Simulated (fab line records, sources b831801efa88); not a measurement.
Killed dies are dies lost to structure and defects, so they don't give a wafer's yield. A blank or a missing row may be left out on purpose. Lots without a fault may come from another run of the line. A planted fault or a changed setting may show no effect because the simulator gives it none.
Which tool did it? | flow sky130 | 6 lots, 18 wafers sampled, at 2 steps of a route of 708

WHAT THE GAUGES READ, wafer by wafer
SKY_VT_ADJUST_HVTP_TW_MEAS_11.
lot  | measured     | on            | VT_ADJUST_HVTP_TW
L419 | day 6 17:49  | film_metro-04 | 1526 1521 1516
L428 | day 9 09:44  | film_metro-02 | 1382 1381 1388
L430 | day 9 20:40  | film_metro-02 | 1382 1386 1378
L434 | day 11 04:14 | film_metro-03 | 1351 1350 1346
L436 | day 11 23:56 | film_metro-02 | 1369 1376 1372
L437 | day 12 15:23 | film_metro-02 | 1367 1386 1376

WHICH TOOL RAN EACH LOT (tool, then ch and the chambers of the sampled wafers, then the start)
lot  | SKY_VT_ADJUST_HVTP_IMPLANT_09
L419 | implanter-01 ch 0, day 6 17:34
L428 | implanter-04 ch 0, day 9 09:29
L430 | implanter-03 ch 0, day 9 20:25
L434 | implanter-04 ch 0, day 11 03:59
L436 | implanter-04 ch 0, day 11 23:41
L437 | implanter-03 ch 0, day 12 15:08
- SKY_VT_ADJUST_HVTP_IMPLANT_09

THE ANSWER, worked out from the rows above alone
Rule: what is usual is taken from the lots themselves. Put in order of their means at a reading, lots are off if they are a third of the lots or fewer, leave a main group of 4 or more, and stand apart from it by a gap of 3 or more times the standard deviation of the main group's means; of several such gaps the widest counts. A main group whose means are all the same, to the digits that the tables above print for the reading, isn't used. A lot without any number at a reading at which 4 lots or more have one is off too. The other lots that the step has rows for count as sound.
Off: L419, at SKY_VT_ADJUST_HVTP_TW_MEAS_11 (VT_ADJUST_HVTP_TW). The main group: mean 1373, standard deviation 13.
A tool fits if, at a process step before that reading, it ran every lot that is off, and no sound lot after the first of them. The gauges at SKY_VT_ADJUST_HVTP_TW_MEAS_11 are tried like those tools. Can't be told from this: 2 tools fit, implanter-01 at SKY_VT_ADJUST_HVTP_IMPLANT_09, film_metro-04 at SKY_VT_ADJUST_HVTP_TW_MEAS_11.

WHAT THE SIMULATOR HAD PUT IN
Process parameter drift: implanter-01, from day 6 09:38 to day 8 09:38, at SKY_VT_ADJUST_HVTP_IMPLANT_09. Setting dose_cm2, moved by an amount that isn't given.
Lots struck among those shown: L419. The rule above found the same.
